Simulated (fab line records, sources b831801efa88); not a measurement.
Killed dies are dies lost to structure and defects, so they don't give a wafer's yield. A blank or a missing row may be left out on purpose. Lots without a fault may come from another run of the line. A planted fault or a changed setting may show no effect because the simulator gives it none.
fab line records | flow sky130
record lots=5 wafers=15 last_day=49
route steps=708 shown FIELD_ISO@6 PAD_OPEN@708
lots that met no fault: from a run of the same line without faults
start_h: hours from the record's first day to the start of the lot's first wafer shown | wait_h: hours since the lot's step before | " the same as in the row above | L1.1+2: a row that stands for several wafers | - no value, or no start given | * or withheld: withheld | < > ~ a bound
route shown NAME@n: a module of which the file shows steps, and the number in the route of the first | usual: mean/standard deviation of fault-free wafers | same: alike in all rows | chamber/n: place in a boat | sites: the reading at each site | _std_site: their standard deviation | _edge_site: outer sites' mean less inner sites' | radius_mm: how far each site lies from the wafer's centre | mask NAME#n: copy n | behind: the tool/chamber that last shaped the wafer | hold: why the lot was held/for how many hours/how that ended | device: the transistor (n, p or np) that didn't switch | end of line: the same wafers' tests at the end of the route | a step without rows: its recipe alone | killed: dies lost to structure and defects at the first sort, not the wafer's yield | map: a wafer's dies, x killed, . not, _ none there
set.NAME: the setting as run; set.NAME@STEP: as run at that earlier step | model.NAME: the simulator's own value behind a step, which no gauge read
lots at some steps of the route; a table a step, a row a wafer
services: from which hour (start_h, from the record's first day; less than 0 if before it) a tool's chamber was out of use, for how many hours, and why
## steps
# step SKY_FIELD_ISO_DEHYDRATE_05
# recipe temp_c=200 time_s=60
# step SKY_FIELD_ISO_HMDS_06
# recipe prime_time_s=60 prime_temp_c=120
# step SKY_FIELD_ISO_COAT_07
# recipe resist=BARC temp_c=withheld time_s=withheld spin_rpm=3000 resist_thk_nm=60
# step SKY_FIELD_ISO_COAT_08
# recipe resist=KrF-thick spin_rpm=3000 resist_thk_nm=450
# step SKY_FIELD_ISO_SOFTBAKE_09
# recipe temp_c=100 time_s=90 resist=KrF-thick
# step SKY_FIELD_ISO_EXPOSE_10
# recipe mask_id=FOM na=0.68 source_shape=annular sigma_inner=0.4 sigma_outer=0.8 target_cd_nm=150 dose_mj=28.24
# step SKY_FIELD_ISO_PEB_11
# recipe peb_temp_c=withheld peb_time_s=withheld resist=KrF-thick
# step SKY_FIELD_ISO_DEVELOP_12
# recipe develop_time_s=60 resist=KrF-thick dev_temp_c=21
# step SKY_FIELD_ISO_CD_MEAS_13
# recipe target_cd_nm=150
# usual cd_nm=150.1/1.5
# columns lot.wafer tool chamber start_h wait_h cd_nm
L627.3 cd_sem-02 - 31.66 - 150.7
L627.4 " - " " 150.5
L627.6 " - " " 148.8
L628.1 cd_sem-02 - 32.68 - 149.7
L628.4 " - " " 151.3
L628.5 " - " " 150.0
L635.2 cd_sem-02 - 70.99 - 148.9
L635.4 " - " " 149.5
L635.6 " - " " 149.8
L645.1 cd_sem-02 - 122.72 - 150.9
L645.3 " - " " 150.6
L645.5 " - " " 150.1
L646.1 cd_sem-02 - 127.13 - 151.7
L646.5 " - " " 151.8
L646.6 " - " " 151.9
# step SKY_FIELD_ISO_ETCH_14
# recipe chemistry=N2/H2 target=BARC ion_energy_ev=200 source_w=500 bias_w=100 pressure_mtorr=30 n2_flow_sccm=100 h2_flow_sccm=200 stop_on=SiO2 time_s=45.9 target_depth_a=600
# usual drypump_motor_current_A=5.5/0.43 oes_product_au=0.855/0.0044 throttle_valve_pct=13.225/0.0087
# columns lot.wafer tool chamber start_h wait_h drypump_motor_current_A oes_product_au rf_hours_counter_h throttle_valve_pct
L627.3 rie_diel-01 0 31.74 0.1 5.7 0.858 97 13.230
L627.4 " 1 " " 6.0 0.862 131 13.238
L627.6 " 1 " " 6.0 0.857 - 13.220
L628.1 rie_diel-02 3 32.80 0.1 4.6 0.850 114 13.228
L628.4 " 3 " " 4.6 0.855 - 13.222
L628.5 " 2 " " 5.4 0.848 - 13.215
L635.2 rie_diel-04 2 71.09 0.1 5.0 0.849 5 13.244
L635.4 " 3 " " 6.1 0.848 6 13.231
L635.6 " 1 " " 5.5 0.863 - 13.218
L645.1 rie_diel-04 3 122.84 0.1 6.1 0.859 7 13.218
L645.3 " 1 " " 5.5 0.856 134 13.228
L645.5 " 2 " " 5.0 0.858 - 13.224
L646.1 rie_diel-04 0 127.25 0.1 6.1 0.848 0 13.225
L646.5 " 2 " " 5.0 0.856 - 13.227
L646.6 " 3 " " 6.1 0.855 - 13.222
# step SKY_FIELD_ISO_ETCH_15
# recipe chemistry=CHF3/O2 target_depth_nm=180 stop_on=Si source_w=600 bias_w=200 pressure_mtorr=40 chf3_flow_sccm=50 O2_flow_sccm=5 time_s=72
# usual drypump_motor_current_A=5.5/0.43 oes_product_au=0.949/0.0062 throttle_valve_pct=8.844/0.0087
# columns lot.wafer tool chamber start_h wait_h drypump_motor_current_A oes_product_au rf_hours_counter_h throttle_valve_pct
L627.3 rie_diel-01 0 31.78 0.0 5.6 0.963 97 8.850
L627.4 " 1 " " 6.0 0.948 131 8.838
L627.6 " 1 " " 6.0 0.954 - 8.852
L628.1 rie_diel-02 3 32.84 0.0 4.7 0.948 114 8.846
L628.4 " 3 " " 4.7 0.949 - 8.849
L628.5 " 2 " " 5.3 0.941 - 8.841
L635.2 rie_diel-04 2 71.13 0.0 5.0 0.953 5 8.837
L635.4 " 3 " " 6.1 0.958 6 8.836
L635.6 " 1 " " 5.6 0.943 - 8.828
L645.1 rie_diel-04 3 122.88 0.0 6.0 0.961 7 8.864
L645.3 " 1 " " 5.5 0.956 134 8.825
L645.5 " 2 " " 5.0 0.955 - 8.841
L646.1 rie_diel-04 0 127.29 0.0 6.1 0.957 0 8.841
L646.5 " 2 " " 5.0 0.951 - 8.843
L646.6 " 3 " " 6.1 0.949 - 8.836
# step SKY_FIELD_ISO_STRIP_16
# recipe chemistry=O2/N2 power_w=1400 pressure_mtorr=1500 platen_temp_c=withheld o2_flow_sccm=3000 n2_flow_sccm=300 overash_fraction=0.5
# usual drypump_motor_current_A=5.7/0.4 oes_product_au=0.378/0.0048 strip_time_to_endpoint_s=3.55/0.036
# columns lot.wafer tool chamber start_h wait_h drypump_motor_current_A oes_product_au rf_hours_counter_h strip_time_to_endpoint_s
L627.3 plasma_asher-01 1 31.87 0.1 5.6 0.382 - 3.58
L627.4 " 0 " " 5.0 0.382 - 3.57
L627.6 " 0 " " 5.0 0.375 - 3.55
L628.1 plasma_asher-03 0 32.90 0.0 6.3 0.384 36 3.53
L628.4 " 1 " " 5.4 0.374 - 3.56
L628.5 " 0 " " 6.3 0.379 - 3.50
L635.2 plasma_asher-03 0 71.19 0.0 6.3 0.380 39 3.61
L635.4 " 0 " " 6.3 0.388 - 3.59
L635.6 " 1 " " 5.4 0.381 - 3.64
L645.1 plasma_asher-04 0 122.94 0.0 5.4 0.373 45 3.51
L645.3 " 0 " " 5.4 0.380 - 3.58
L645.5 " 1 " " 5.8 0.383 - 3.59
L646.1 plasma_asher-03 0 127.35 0.0 6.3 0.376 45 3.58
L646.5 " 1 " " 5.4 0.381 - 3.59
L646.6 " 0 " " 6.2 0.378 - 3.55
# step SKY_FIELD_ISO_ETCH_17
# recipe target_depth_a=3420 mask_material=Si3N4 chemistry=HBr/Cl2/O2 target=Si taper_deg=5 icp_w=607.2 bias_w=150 pressure_mtorr=15 HBr_flow_sccm=150 Cl2_flow_sccm=40 O2_flow_sccm=6 time_s=97.7
# usual HBr_flow_sccm=150.0/0.44 drypump_motor_current_A=5.8/0.45 oes_product_au=1.001/0.0096 throttle_valve_pct=25.656/0.011
# columns lot.wafer tool chamber start_h wait_h HBr_flow_sccm drypump_motor_current_A oes_product_au rf_hours_counter_h throttle_valve_pct model.etch.depth_nm model.FIELD_ISO.feature_depth_nm model.Si3N4_of_FIELD_ISO_CVD_03.thk_nm
L627.3 rie_si-01 3 31.94 0.0 150.1 6.1 1.010 136 25.672 345.1 345.1 153.2
L627.4 " 2 " " 150.7 5.5 1.010 49 25.637 346.5 346.5 151.7
L627.6 " 0 " " 149.6 5.4 1.004 - 25.658 342.6 342.6 152
L628.1 rie_si-02 2 33.00 0.1 150.2 6.6 0.998 3 25.642 340.4 340.4 150.4
L628.4 " 0 " " 149.9 5.4 1.002 135 25.656 343.4 343.4 149.6
L628.5 " 3 " " 150.3 5.7 0.994 - 25.660 337.8 337.8 150.7
L635.2 rie_si-02 1 71.29 0.1 150.2 6.6 1.006 67 25.641 345 345 152.2
L635.4 " 2 " " 149.1 6.5 0.999 3 25.650 340.2 340.2 152.3
L635.6 " 0 " " 149.8 5.4 1.118 - 25.585 406.5 406.5 150.1
L645.1 rie_si-01 1 123.04 0.1 149.4 5.6 1.021 103 25.653 349.9 349.9 153.1
L645.3 " 3 " " 150.6 6.2 1.004 136 25.653 343.8 343.8 154
L645.5 " 0 " " 149.9 5.4 0.994 - 25.662 338.2 338.2 152.5
L646.1 rie_si-01 0 127.45 0.1 149.6 5.4 0.976 78 25.671 332.5 332.5 153.1
L646.5 " 3 " " 149.8 6.1 0.991 - 25.645 340.4 340.4 152.3
L646.6 " 0 " " 149.8 5.4 0.973 - 25.665 331.8 331.8 152.6
# step SKY_FIELD_ISO_WET_ETCH_18
# recipe chemistry=H3PO4 target_depth_nm=25 temp_c=160 target=Si3N4 time_s=286
# step SKY_FIELD_ISO_CLEAN_19
# recipe chemistry=SC1/SC2 mix=1:4:20 temp_c=70 time_s=150
# step SKY_FIELD_ISO_CLEAN_20
# recipe chemistry=dHF time_s=20 dilution=100:1
# step SKY_FIELD_ISO_WET_ETCH_21
# recipe chemistry=dHF dilution=100:1 target_depth_nm=20 dry=ipa_marangoni target=SiO2 temp_c=25 time_s=400
# step SKY_FIELD_ISO_OXIDATION_22
# recipe temp_c=950 ambient=O2 stabilise_s=600 purge_s=300 target_thk_a=100 ox_time_s=623
# step SKY_FIELD_ISO_THK_MEAS_23
# recipe reads=SiO2_of_FIELD_ISO_OXIDATION_22
# usual FIELD_ISO_OXIDATION_01_THK=9.97/0.19
# columns lot.wafer tool chamber start_h wait_h FIELD_ISO_OXIDATION_01_THK[nm]
L627.3 film_metro-02 - 33.47 0.0 9.83
L627.4 " - " " 9.92
L627.6 " - " " 10.01
L628.1 film_metro-01 - 35.97 0.0 10.08
L628.4 " - " " 10.12
L628.5 " - " " 10.03
L635.2 film_metro-04 - 73.94 0.0 9.66
L635.4 " - " " 9.76
L635.6 " - " " 9.65
L645.1 film_metro-01 - 124.80 0.0 10.35
L645.3 " - " " 10.12
L645.5 " - " " 10.06
L646.1 film_metro-01 - 131.67 0.0 9.94
L646.5 " - " " 9.91
L646.6 " - " " 9.94
# step SKY_FIELD_ISO_CVD_24
# recipe material=SiO2 target_thk_nm=595 temp_c=650 sigma_open_frac=0.3 time_s=99.2 sih4_flow_sccm=60 pressure_mtorr=6
# step SKY_FIELD_ISO_THK_MEAS_25
# recipe reads=SiO2_of_FIELD_ISO_CVD_24
# usual FIELD_ISO_CVD_24_THK=592/5.5
# columns lot.wafer tool chamber start_h wait_h FIELD_ISO_CVD_24_THK[nm]
L627.3 film_metro-04 - 33.60 0.1 588
L627.4 " - " " 578
L627.6 " - " " 583
L628.1 film_metro-01 - 36.10 0.0 598
L628.4 " - " " 584
L628.5 " - " " 597
L635.2 film_metro-02 - 74.07 0.0 593
L635.4 " - " " 587
L635.6 " - " " 590
L645.1 film_metro-04 - 124.93 0.0 594
L645.3 " - " " 583
L645.5 " - " " 594
L646.1 film_metro-04 - 131.80 0.0 596
L646.5 " - " " 590
L646.6 " - " " 586
# step SKY_FIELD_ISO_ANNEAL_26
# recipe temp_c=1000 time_s=1800 ambient=N2
# step SKY_FIELD_ISO_CMP_27
# recipe stop_on=Si3N4 t_overpolish_s=16 down_force_psi=4 platen_rpm=60 target_thk_nm=457.8 pad_velocity_m_s=0.94248
# usual motor_current_A=13.0/1.3 overpolish_run_s=16.001/0.0094 time_to_endpoint_s=113/3.8
# columns lot.wafer tool chamber start_h wait_h motor_current_A overpolish_run_s time_to_endpoint_s
L627.3 cmp-01 1 37.52 0.1 15.0 15.998 112
L627.4 " 3 " " 10.6 16.008 110
L627.6 " 0 " " 14.0 16.012 118
L628.1 cmp-02 1 38.97 0.0 11.5 15.991 113
L628.4 " 0 " " 12.6 16.005 112
L628.5 " 1 " " 11.8 16.007 118
L635.4 cmp-02 2 75.62 0.0 13.6 15.993 119
L635.2 " 0 " " 13.5 15.998 114
L635.6 " 3 " " 13.8 15.990 117
L645.1 cmp-01 2 126.59 0.1 12.3 16.004 112
L645.3 " 3 " " 11.1 16.003 111
L645.5 " 0 " " 13.4 16.009 122
L646.1 cmp-02 3 134.35 0.1 14.6 16.002 117
L646.6 " 2 " " 13.3 16.005 115
L646.5 " 3 " " 14.6 16.008 114
# step SKY_FIELD_ISO_WET_ETCH_28
# recipe chemistry=dHF target_depth_nm=23.7 target=SiO2 dilution=10:1 temp_c=25 time_s=47
# columns lot.wafer tool chamber start_h wait_h model.Si3N4_of_FIELD_ISO_CVD_03.thk_nm
L627.3 wet_bench-02 0 37.77 0.2 121.6
L627.4 " 0 " " 120.1
L627.6 " 0 " " 120.3
L628.1 wet_bench-01 2 39.27 0.2 119.8
L628.4 " 2 " " 118.9
L628.5 " 2 " " 120
L635.2 wet_bench-01 2 75.92 0.1 121.5
L635.4 " 2 " " 121.7
L635.6 " 2 " " 119.6
L645.1 wet_bench-03 3 126.79 0.1 121.4
L645.3 " 3 " " 122.1
L645.5 " 3 " " 120.7
L646.1 wet_bench-03 2 134.60 0.2 122.1
L646.5 " 2 " " 121.4
L646.6 " 2 " " 121.5
# step SKY_FIELD_ISO_WET_ETCH_29
# recipe chemistry=H3PO4 target_depth_nm=160 target=Si3N4 temp_c=160 time_s=1825
# step SKY_PAD_OPEN_PROBE_99
# usual killed_at_M0_to_M3=44/7 killed_at_M4_up=3.0/1.8 killed_at_contacts=24/4.9 killed_at_front_end=15/5 killed_at_other=0.2/0.53 killed_dies=87/8.7 killed_open=48/6.8 killed_short=39/5.7
# same gross_dies=492 killed_at_back_side=0
# columns lot.wafer tool chamber start_h wait_h killed_at_M0_to_M3 killed_at_M4_up killed_at_contacts killed_at_front_end killed_at_other killed_dies killed_open killed_short model.etest.res_p_drift_20v.line_ohm_um model.etest.res_p_drift_20v.rs_ohm_sq model.etest.pfet_16v.r_on_ohm_um model.etest.res_iso_pwell.rs_ohm_sq model.etest.res_iso_pwell.line_ohm_um model.etest.nfet_16v.r_on_ohm_um model.etest.res_nwell.rs_ohm_sq model.etest.res_nwell.line_ohm_um
L627.3 prober-01 - 1073.30 0.2 34 4 31 17 0 86 50 36 1.278e+04 1.066e+04 1.551e+04 3061 1157 1.429e+04 963.4 1141
L627.4 prober-01 - 1073.35 0.2 44 2 16 14 0 76 38 38 1.296e+04 1.068e+04 1.576e+04 3086 1154 1.433e+04 970.9 1132
L627.6 prober-01 - 1073.45 0.2 47 7 18 16 0 88 51 37 1.278e+04 1.047e+04 1.562e+04 2997 1139 1.431e+04 958.8 1139
L628.1 prober-02 - 1075.55 0.1 43 4 24 19 0 90 52 38 1.122e+04 9327 1.5e+04 2956 1099 1.375e+04 966.7 1171
L628.4 prober-02 - 1075.70 0.2 42 1 30 16 1 90 43 47 1.148e+04 9514 1.503e+04 3021 1140 1.386e+04 970.1 1175
L628.5 prober-02 - 1075.75 0.2 49 7 25 25 0 106 55 51 1.108e+04 9228 1.487e+04 2911 1101 1.397e+04 954.8 1145
L635.2 prober-01 - 1127.74 0.1 27 2 36 21 0 86 55 31 1.176e+04 9679 1.556e+04 3116 1195 1.461e+04 927 1097
L635.4 prober-01 - 1127.84 0.2 44 1 25 14 0 84 43 41 1.134e+04 9409 1.526e+04 3073 1157 1.439e+04 915.1 1067
L635.6 prober-01 - 1127.94 0.2 39 2 26 13 0 80 40 40 2.137e+04 1.776e+04 2.131e+04 6823 2595 1.52e+04 1207 1350
L645.1 prober-01 - 1175.13 0.1 46 1 16 29 1 93 56 37 1.198e+04 9916 1.53e+04 3278 1237 1.442e+04 896.7 1041
L645.3 prober-01 - 1175.23 0.2 39 2 29 16 0 86 47 39 1.122e+04 9550 1.508e+04 3085 1191 1.442e+04 874.7 1039
L645.5 prober-01 - 1175.33 0.2 50 2 18 16 0 86 53 33 1.111e+04 9339 1.488e+04 3011 1140 1.439e+04 866.5 1016
L646.1 prober-02 - 1180.66 0.1 55 3 18 12 0 88 44 44 1.118e+04 9354 1.478e+04 3059 1155 1.433e+04 898.9 1061
L646.5 prober-02 - 1180.86 0.2 52 2 21 12 1 88 49 39 1.161e+04 9722 1.505e+04 3190 1226 1.426e+04 899.1 1066
L646.6 prober-02 - 1180.91 0.2 53 0 19 16 0 88 55 33 1.11e+04 9257 1.472e+04 3012 1124 1.41e+04 884.5 1040
# killed by level:class
L627.3 LI_CONTACT:geometric_particle:open=12 CONTACT:geometric_particle:open=11 VIA1:geometric_particle:open=9 FIELD_ISO:geometric_particle:short=5 LI_CONTACT:geometric_particle:short=4 METAL2:geometric_particle:short=4 METAL1:geometric_particle:short=4 VIA3:geometric_particle:open=4
L627.4 VIA1:geometric_particle:open=12 VIA3:geometric_particle:open=8 VIA1:geometric_particle:short=7 FIELD_ISO:geometric_particle:short=6 CONTACT:geometric_particle:open=6 LI_CONTACT:geometric_particle:open=4 METAL2:geometric_particle:short=4 SPACER:geometric_particle:short=3
L627.6 VIA1:geometric_particle:open=12 METAL2:geometric_particle:short=9 VIA2:geometric_particle:open=8 CONTACT:geometric_particle:open=6 FIELD_ISO:geometric_particle:open=5 VIA3:geometric_particle:open=5 FIELD_ISO:geometric_particle:short=4 LI_CONTACT:geometric_particle:open=4
L628.1 VIA1:geometric_particle:open=10 CONTACT:geometric_particle:open=8 LI_CONTACT:geometric_particle:open=7 VIA3:geometric_particle:open=7 FIELD_ISO:geometric_particle:short=6 VIA2:geometric_particle:open=6 METAL2:geometric_particle:short=5 POLY_GATE:geometric_particle:open=4
L628.4 VIA1:geometric_particle:open=15 CONTACT:geometric_particle:open=9 CONTACT:geometric_particle:short=7 VIA1:geometric_particle:short=7 LI_CONTACT:geometric_particle:short=6 METAL1:geometric_particle:short=5 POLY_GATE:geometric_particle:short=5 FIELD_ISO:geometric_particle:short=4
L628.5 CONTACT:geometric_particle:open=13 METAL1:geometric_particle:short=10 VIA1:geometric_particle:open=10 METAL2:geometric_particle:short=7 LI_CONTACT:geometric_particle:open=6 VIA1:geometric_particle:short=6 VIA2:geometric_particle:open=6 FIELD_ISO:geometric_particle:short=5
L635.2 CONTACT:geometric_particle:open=16 LI_CONTACT:geometric_particle:open=9 VIA1:geometric_particle:open=7 FIELD_ISO:geometric_particle:short=6 VIA2:geometric_particle:open=6 FIELD_ISO:geometric_particle:open=5 LOCAL_INTERCONNECT:geometric_particle:short=5 POLY_GATE:geometric_particle:open=4
L635.4 VIA1:geometric_particle:open=9 LI_CONTACT:geometric_particle:open=7 CONTACT:geometric_particle:open=7 VIA3:geometric_particle:open=6 VIA2:geometric_particle:open=6 CONTACT:geometric_particle:short=5 LOCAL_INTERCONNECT:geometric_particle:short=5 METAL1:geometric_particle:short=5
L635.6 LI_CONTACT:geometric_particle:open=10 VIA1:geometric_particle:open=7 CONTACT:geometric_particle:short=7 VIA3:geometric_particle:open=7 CONTACT:geometric_particle:open=6 POLY_GATE:geometric_particle:short=5 METAL1:geometric_particle:short=5 VIA2:geometric_particle:open=5
L645.1 VIA1:geometric_particle:open=11 VIA2:geometric_particle:open=9 CONTACT:geometric_particle:open=9 FIELD_ISO:geometric_particle:open=8 POLY_GATE:geometric_particle:open=8 POLY_GATE:geometric_particle:short=6 METAL2:geometric_particle:short=6 METAL1:geometric_particle:short=5
L645.3 LI_CONTACT:geometric_particle:open=12 VIA1:geometric_particle:open=9 VIA3:geometric_particle:open=7 CONTACT:geometric_particle:open=6 FIELD_ISO:geometric_particle:open=5 LOCAL_INTERCONNECT:geometric_particle:short=5 VIA1:geometric_particle:short=5 FIELD_ISO:geometric_particle:short=4
L645.5 VIA1:geometric_particle:open=17 LI_CONTACT:geometric_particle:open=8 VIA2:geometric_particle:open=8 VIA3:geometric_particle:open=5 FIELD_ISO:geometric_particle:open=4 POLY_GATE:geometric_particle:short=4 CONTACT:geometric_particle:short=4 VIA1:geometric_particle:short=4
L646.1 VIA1:geometric_particle:open=12 METAL1:geometric_particle:short=10 VIA2:geometric_particle:open=9 VIA1:geometric_particle:short=7 FIELD_ISO:geometric_particle:short=5 LI_CONTACT:geometric_particle:open=5 CONTACT:geometric_particle:open=5 METAL2:geometric_particle:short=5
L646.5 VIA1:geometric_particle:open=17 VIA3:geometric_particle:open=8 VIA1:geometric_particle:short=6 VIA2:geometric_particle:open=6 CONTACT:geometric_particle:short=5 CONTACT:geometric_particle:open=5 POLY_CUT:geometric_particle:short=4 LI_CONTACT:geometric_particle:open=4
L646.6 VIA2:geometric_particle:open=13 VIA1:geometric_particle:open=11 CONTACT:geometric_particle:open=8 VIA3:geometric_particle:open=8 VIA1:geometric_particle:short=6 FIELD_ISO:geometric_particle:open=5 LI_CONTACT:geometric_particle:open=4 FIELD_ISO:geometric_particle:short=3
## services
# columns tool chamber start_h hours kind
plasma_asher-01 - 7.87 10.4 repair
rie_diel-01 3 11.23 6.8 repair
plasma_asher-04 - 19.63 2.8 pm
rie_diel-04 3 25.45 8.3 repair
rie_diel-02 0 31.84 28.9 repair
rie_diel-01 3 39.08 15.6 repair
cmp-01 - 46.70 2.3 repair
cmp-01 - 47.33 0.3 repair
cmp-02 - 54.25 1.6 repair
cmp-02 - 55.28 0.3 repair
rie_diel-04 1 55.47 6.5 repair
cmp-01 - 64.00 4.0 pm
rie_diel-04 - 77.40 2.8 pm
rie_diel-04 0 80.15 - clean
rie_diel-04 0 80.15 25.8 scheduled_down
cmp-02 - 89.89 3.8 repair
plasma_asher-01 - 108.75 9.0 pm
rie_diel-02 0 109.93 4.8 repair
cmp-01 - 112.26 0.2 repair
cmp-02 - 114.76 1.0 repair
rie_diel-01 1 118.74 16.0 repair
plasma_asher-01 - 121.61 2.8 pm
plasma_asher-01 - 124.45 1.0 repair
rie_diel-02 - 125.91 0.1 repair
## key
first_sign step=SKY_FIELD_ISO_ETCH_17 reading=oes_product_au direction=up sigmas=12 usual=1.001 struck=1.118
effect step=SKY_FIELD_ISO_ETCH_17 reading=throttle_valve_pct direction=down sigmas=6.3 usual=25.656 struck=25.585
model_effect step=SKY_FIELD_ISO_ETCH_17 value=etch.depth_nm without=345.5 struck=406.5
model_effect step=SKY_FIELD_ISO_WET_ETCH_28 value=Si3N4_of_FIELD_ISO_CVD_03.thk_nm without=122.2 struck=119.6
model_effect step=SKY_PAD_OPEN_PROBE_99 value=etest.res_p_drift_20v.line_ohm_um without=1.165e+04 struck=2.137e+04
met_at SKY_FIELD_ISO_ETCH_17
struck_wafers L635.6
tester_left_out L635
onset_between 33.00 71.29
fault kind=process_parameter_drift tool=rie_si-02 chamber=0 onset_h=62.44 steps=SKY_FIELD_ISO_ETCH_17 channel=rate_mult offset=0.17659 shape=step end_h=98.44
# tester_left_out: of these lots the tester's yield and bins aren't shown, on N5 and GAA mostly nor the transistor test; their killed dies are dies lost to structure and defects alone, not to doping, threshold or leakage, so they don't give the yield
